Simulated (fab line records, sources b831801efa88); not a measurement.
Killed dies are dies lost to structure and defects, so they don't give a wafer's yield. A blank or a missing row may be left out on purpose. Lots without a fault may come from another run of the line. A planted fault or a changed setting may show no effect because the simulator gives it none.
Chamber matching | flow sky130 | SKY_POLY_CUT_ETCH_10 on rie_diel-03: 4 sister chambers
The step etches BARC in N2/H2, stops on SiO2, time 45.9 s, target depth 60 nm. 4 wafers are shown with their chamber, then 12 later ones without.

WAFERS WITH THEIR CHAMBER
wafer  | chamber | drypump_motor_current_A (A)
L086.3 | 3       | 5.87
L086.4 | 0       | 5.73
L088.1 | 1       | 5.97
L088.5 | 2       | 5.61

WAFERS WITHOUT THEIR CHAMBER
wafer  | drypump_motor_current_A (A)
L089.1 | 5.98
L089.4 | 5.98
L089.6 | 5.72
L091.1 | 5.98
L091.2 | 5.88
L091.5 | 6.00
L093.1 | 5.89
L093.2 | 5.98
L093.5 | 5.89
L094.1 | 5.97
L094.4 | 5.72
L094.5 | 5.61

WHICH CHAMBER EACH WENT THROUGH
wafer  | from the rows above | in truth
L089.1 | 1                   | 1
L089.4 | 1                   | 1
L089.6 | 0                   | 0
L091.1 | 1                   | 1
L091.2 | 3                   | 3
L091.5 | 1                   | 1
L093.1 | 3                   | 3
L093.2 | 1                   | 1
L093.5 | 3                   | 3
L094.1 | 1                   | 1
L094.4 | 0                   | 0
L094.5 | 2                   | 2
Placed correctly: 12 of 12. Can't be placed from these rows: 0. Placed wrongly: 0.
How it was worked out, from the rows above alone: a wafer's distance from a chamber is the root of the sum, over the readings, of the square of ((its reading less the chamber's mean) divided by the reading's scatter). The wafer belongs to the nearest chamber; if the next one is less than 2 further off, it can't be placed. A chamber's mean is the mean of its shown wafers. The scatter: with one shown wafer a chamber, the root of the mean of the squares of how far each hidden wafer lies from its nearest shown one.
